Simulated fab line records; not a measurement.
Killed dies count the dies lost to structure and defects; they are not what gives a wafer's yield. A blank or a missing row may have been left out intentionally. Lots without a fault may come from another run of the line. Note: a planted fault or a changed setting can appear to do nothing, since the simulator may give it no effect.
fab line records -- flow sky130
record lots=6, wafers=18, last_day=50
route steps=708 shown VT_ADJUST_LVTN@99 PAD_OPEN@708
lots with no fault: from the same line, run without faults
start_h: start of the lot's first displayed wafer, in hours after the record's first day -- wait_h: how many hours have passed since the lot's step before this one -- " the same as in the row above -- L1.1+2: a row that stands for several wafers -- - no value present, or no start provided -- * or withheld: withheld -- < > ~ a bound
route shown NAME@n: a module of which the file shows steps, and the number in the route of the first -- usual: the fault-free wafers' mean and standard deviation -- same: alike in all rows -- chamber/n: place in a boat -- sites: per-site readings -- _std_site: the values' standard deviation -- _edge_site: the outer-site mean with the inner-site mean subtracted -- radius_mm: for every site, how far away it sits from the centre of the wafer -- mask NAME#n: copy n -- behind: tool/chamber where the wafer was last shaped -- hold: why the lot went on hold/how many hours it stayed there/how the hold came to an end -- device: names the non-switching transistor (n, p or np) -- end of line: tests run on the same wafers once the route is complete -- a step without rows: its recipe alone -- killed: dies that structure and defects cost at the first sort, which is not the same as the wafer's yield -- map: shows each die of a wafer: x if killed, . if not, _ if none is there
set.NAME: the setting the step ran with; set.NAME@STEP: the setting that earlier step ran with -- model.NAME: the simulator's own value behind a step, which no gauge read
lots seen at some steps along the route; tables by step, rows by wafer
services: a tool's chamber out of use, with start hour (start_h, from the record's first day; less than 0 if before it), hours out, and reason
## steps
# step SKY_VT_ADJUST_LVTN_COAT_02
# recipe spin_rpm=2000, resist_thk_nm=3000
# step SKY_VT_ADJUST_LVTN_SOFTBAKE_03
# recipe temp_c=110, time_s=withheld
# step SKY_VT_ADJUST_LVTN_EXPOSE_04
# recipe mask_id=NWM_COMPLEMENT_LESS_NATIVE, na=0.6, source_shape=conventional, sigma_outer=0.6, polarization=unpolarized, target_cd_nm=840, dose_mj=194
# step SKY_VT_ADJUST_LVTN_PEB_05
# recipe temp_c=115, time_s=withheld
# step SKY_VT_ADJUST_LVTN_DEVELOP_06
# recipe wall_angle_deg=90, developer=TMAH, develop_time_s=60, dev_temp_c=23
# step SKY_VT_ADJUST_LVTN_OVL_MEAS_07
# usual VT_ADJUST_LVTN_OVL=0.7/1.2
lot.wafer,tool,chamber,start_h,wait_h,VT_ADJUST_LVTN_OVL[nm]
L965.2,overlay-01,-,148.22,-,1.4
L965.3,overlay-01,-,148.22,-,2.3
L965.6,overlay-01,-,148.22,-,2.4
L972.2,overlay-01,-,191.77,-,-0.2
L972.3,overlay-01,-,191.77,-,-0.2
L972.6,overlay-01,-,191.77,-,-0.5
L971.1,overlay-01,-,192.08,-,1.5
L971.4,overlay-01,-,192.08,-,1.0
L971.6,overlay-01,-,192.08,-,1.9
L973.1,overlay-02,-,201.53,-,0.3
L973.2,overlay-02,-,201.53,-,-0.1
L973.3,overlay-02,-,201.53,-,0.7
L984.1,overlay-01,-,271.02,-,2.3
L984.3,overlay-01,-,271.02,-,-0.5
L984.4,overlay-01,-,271.02,-,0.1
L987.2,overlay-02,-,289.68,-,0.8
L987.4,overlay-02,-,289.68,-,0.5
L987.6,overlay-02,-,289.68,-,2.9
# step SKY_VT_ADJUST_LVTN_IMPLANT_08
# recipe species=B, energy_kev=30, dose_cm2=1.57e+12, tilt_deg=withheld
# step SKY_VT_ADJUST_LVTN_STRIP_09
# recipe chemistry=O2/N2, power_w=1400, pressure_mtorr=1500, platen_temp_c=withheld, o2_flow_sccm=3000, n2_flow_sccm=300, overash_fraction=0.5
# usual drypump_motor_current_A=5.8/0.53, n2_flow_sccm=300.0/0.87, oes_product_au=0.723/0.0043, strip_time_to_endpoint_s=36.95/0.11
lot.wafer,tool,chamber,start_h,wait_h,drypump_motor_current_A,n2_flow_sccm,oes_product_au,rf_hours_counter_h,strip_time_to_endpoint_s
L965.2,plasma_asher-01,1,148.40,0.1,5.3,300.4,0.725,3,36.99
L965.3,plasma_asher-01,1,148.40,0.1,5.3,300.5,0.720,-,36.84
L965.6,plasma_asher-01,1,148.40,0.1,5.3,299.9,0.715,-,36.85
L972.2,plasma_asher-01,1,191.95,0.1,5.3,299.7,0.717,8,36.87
L972.3,plasma_asher-01,0,191.95,0.1,6.0,299.9,0.724,-,37.00
L972.6,plasma_asher-01,1,191.95,0.1,5.3,300.4,0.729,-,37.01
L971.1,plasma_asher-04,1,192.26,0.1,5.0,298.4,0.719,38,37.00
L971.4,plasma_asher-04,0,192.26,0.1,6.7,300.7,0.714,-,37.16
L971.6,plasma_asher-04,1,192.26,0.1,5.0,299.6,0.723,-,37.02
L973.1,plasma_asher-01,0,201.71,0.1,6.0,299.5,0.721,9,37.00
L973.2,plasma_asher-01,1,201.71,0.1,5.3,300.9,0.721,9,36.89
L973.3,plasma_asher-01,0,201.71,0.1,6.0,299.7,0.725,-,37.01
L984.1,plasma_asher-04,1,271.21,0.1,5.0,299.8,0.725,45,36.89
L984.3,plasma_asher-04,0,271.21,0.1,6.7,299.6,0.722,-,36.88
L984.4,plasma_asher-04,1,271.21,0.1,5.0,298.7,0.723,-,37.00
L987.2,plasma_asher-04,0,289.86,0.1,6.7,299.1,0.724,47,36.92
L987.4,plasma_asher-04,0,289.86,0.1,6.7,299.6,0.716,-,36.98
L987.6,plasma_asher-04,1,289.86,0.1,5.0,299.8,0.721,-,36.97
# step SKY_VT_ADJUST_LVTN_TW_MEAS_10
# usual VT_ADJUST_LVTN_TW=242.0/1.7
lot.wafer,tool,chamber,start_h,wait_h,VT_ADJUST_LVTN_TW
L965.2,film_metro-04,-,148.51,0.1,243.6
L965.3,film_metro-04,-,148.51,0.1,243.2
L965.6,film_metro-04,-,148.51,0.1,242.4
L972.2,film_metro-03,-,192.06,0.1,239.4
L972.3,film_metro-03,-,192.06,0.1,239.7
L972.6,film_metro-03,-,192.06,0.1,239.4
L971.1,film_metro-02,-,192.36,0.1,241.8
L971.4,film_metro-02,-,192.36,0.1,243.2
L971.6,film_metro-02,-,192.36,0.1,242.1
L973.1,film_metro-03,-,201.81,0.1,239.2
L973.2,film_metro-03,-,201.81,0.1,238.5
L973.3,film_metro-03,-,201.81,0.1,239.2
L984.1,film_metro-03,-,271.31,0.1,242.2
L984.3,film_metro-03,-,271.31,0.1,242.4
L984.4,film_metro-03,-,271.31,0.1,241.2
L987.2,film_metro-03,-,289.97,0.1,241.6
L987.4,film_metro-03,-,289.97,0.1,241.0
L987.6,film_metro-03,-,289.97,0.1,241.2
# step SKY_VT_ADJUST_LVTN_DEHYDRATE_11
# recipe temp_c=200, time_s=60
# step SKY_VT_ADJUST_LVTN_HMDS_12
# recipe prime_time_s=60, prime_temp_c=120
# step SKY_VT_ADJUST_LVTN_COAT_13
# recipe resist=NOVOLAK, spin_rpm=3000, resist_thk_nm=1140
# step SKY_VT_ADJUST_LVTN_SOFTBAKE_14
# recipe temp_c=90, time_s=60, resist=NOVOLAK
# usual resist_line_temp_C=22.99/0.1, run_length_s=89.29/0.21
lot.wafer,tool,chamber,start_h,wait_h,resist_line_temp_C,run_length_s
L965.2,litho_track-03,0,157.30,0.1,23.00,89.26
L965.3,litho_track-03,0,157.30,0.1,23.15,89.44
L965.6,litho_track-03,0,157.30,0.1,23.09,89.32
L972.2,litho_track-03,0,201.30,0.1,23.07,89.27
L972.3,litho_track-03,0,201.30,0.1,22.98,89.42
L972.6,litho_track-03,0,201.30,0.1,23.12,95.86
L971.1,litho_track-03,0,201.87,0.1,22.79,89.62
L971.4,litho_track-03,0,201.87,0.1,22.83,96.01
L971.6,litho_track-03,0,201.87,0.1,22.78,96.01
L973.1,litho_track-04,0,212.52,0.1,22.90,89.08
L973.2,litho_track-04,0,212.52,0.1,23.05,89.02
L973.3,litho_track-04,0,212.52,0.1,22.91,89.09
L984.1,litho_track-04,0,284.07,0.1,22.97,89.04
L984.3,litho_track-04,0,284.07,0.1,22.90,88.96
L984.4,litho_track-04,0,284.07,0.1,22.97,89.00
L987.2,litho_track-04,0,301.04,0.1,23.00,88.94
L987.4,litho_track-04,0,301.04,0.1,23.04,88.99
L987.6,litho_track-04,0,301.04,0.1,22.73,89.14
# step SKY_VT_ADJUST_LVTN_EXPOSE_15
# recipe mask_id=HVN_STD_DERIVED, na=0.6, source_shape=conventional, sigma_outer=0.6, polarization=unpolarized, target_cd_nm=600, dose_mj=163
# step SKY_PAD_OPEN_PROBE_99
# usual killed_at_M0_to_M3=42/6.1, killed_at_M4_up=3.3/1.7, killed_at_contacts=25/5.4, killed_at_front_end=16/4.6, killed_at_other=0.4/0.55, killed_dies=87/8.8, killed_open=47/7.1, killed_short=40/5.8
# same gross_dies=492, killed_at_back_side=0
lot.wafer,tool,chamber,start_h,wait_h,killed_at_M0_to_M3,killed_at_M4_up,killed_at_contacts,killed_at_front_end,killed_at_other,killed_dies,killed_open,killed_short
L965.3,prober-02,-,1073.21,0.2,40,2,31,12,0,85,45,40
L965.6,prober-02,-,1073.36,0.2,51,3,22,15,0,91,52,39
L972.2,prober-02,-,1122.48,0.1,38,6,27,16,0,87,40,47
L972.3,prober-02,-,1122.53,0.2,37,4,36,17,0,94,54,40
L972.6,prober-02,-,1122.68,0.2,50,3,16,10,1,80,51,29
L973.1,prober-02,-,1129.87,0.1,52,0,33,12,0,97,58,39
L973.2,prober-02,-,1129.92,0.1,46,5,22,21,0,94,49,45
L973.3,prober-02,-,1129.97,0.2,35,4,24,16,0,79,42,37
# killed by level:class
L965.3 CONTACT:geometric_particle:open=13 VIA1:geometric_particle:open=11 LOCAL_INTERCONNECT:geometric_particle:short=7 LI_CONTACT:geometric_particle:open=6 METAL1:geometric_particle:short=6 VIA2:geometric_particle:open=5 VIA1:geometric_particle:short=5 CONTACT:geometric_particle:short=4
L965.6 VIA3:geometric_particle:open=11 CONTACT:geometric_particle:open=9 VIA2:geometric_particle:open=9 METAL2:geometric_particle:short=7 LI_CONTACT:geometric_particle:open=6 METAL1:geometric_particle:short=5 VIA1:geometric_particle:short=5 VIA1:geometric_particle:open=5
L972.2 CONTACT:geometric_particle:open=9 LI_CONTACT:geometric_particle:open=7 CONTACT:geometric_particle:short=7 VIA3:geometric_particle:open=7 METAL1:geometric_particle:short=6 METAL2:geometric_particle:short=6 VIA1:geometric_particle:open=5 METAL4:geometric_particle:short=5
L972.3 CONTACT:geometric_particle:open=13 LI_CONTACT:geometric_particle:open=11 FIELD_ISO:geometric_particle:open=8 VIA1:geometric_particle:open=8 METAL2:geometric_particle:short=7 LI_CONTACT:geometric_particle:short=5 METAL1:geometric_particle:short=5 POLY_GATE:geometric_particle:short=4
L972.6 VIA1:geometric_particle:open=14 LI_CONTACT:geometric_particle:open=6 CONTACT:geometric_particle:open=6 VIA2:geometric_particle:open=6 VIA3:geometric_particle:open=6 VIA1:geometric_particle:short=5 METAL2:geometric_particle:short=5 POLY_GATE:geometric_particle:open=4
L973.1 VIA1:geometric_particle:open=15 CONTACT:geometric_particle:open=14 LI_CONTACT:geometric_particle:open=8 VIA2:geometric_particle:open=7 CONTACT:geometric_particle:short=6 METAL2:geometric_particle:short=6 VIA1:geometric_particle:short=6 FIELD_ISO:geometric_particle:short=5
L973.2 VIA1:geometric_particle:open=15 CONTACT:geometric_particle:open=10 FIELD_ISO:geometric_particle:open=8 FIELD_ISO:geometric_particle:short=6 METAL3:geometric_particle:short=6 CONTACT:geometric_particle:short=5 METAL1:geometric_particle:short=5 METAL4:geometric_particle:short=5
L973.3 CONTACT:geometric_particle:open=12 VIA1:geometric_particle:open=7 LI_CONTACT:geometric_particle:open=6 METAL1:geometric_particle:short=6 CONTACT:geometric_particle:short=5 FIELD_ISO:geometric_particle:short=4 VIA1:geometric_particle:short=4 METAL2:geometric_particle:short=4
## services
tool,chamber,start_h,hours,kind
plasma_asher-04,-,141.15,17.4,repair
plasma_asher-01,-,260.79,1.0,repair
## key
first_sign step=SKY_VT_ADJUST_LVTN_SOFTBAKE_14, reading=run_length_s, direction=up, sigmas=32, usual=*, struck=*
effect none on later readings
met_at SKY_VT_ADJUST_LVTN_SOFTBAKE_14
struck_wafers L971.4,L971.6,L972.6
tester_left_out L971,L972
onset_between 157.30 201.30
fault kind=process_parameter_drift, tool=litho_track-03, chamber=-, onset_h=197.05, steps=SKY_VT_ADJUST_LVTN_SOFTBAKE_14, channel=time_s, offset=*, shape=step, end_h=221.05, scope=struck_wafers_only, acts_in=*, stated=*
# tester_left_out: of these lots the tester's yield and bins aren't shown, on N5 and GAA mostly nor the transistor test; their killed dies are dies lost to structure and defects alone, not to doping, threshold or leakage, so they don't give the yield
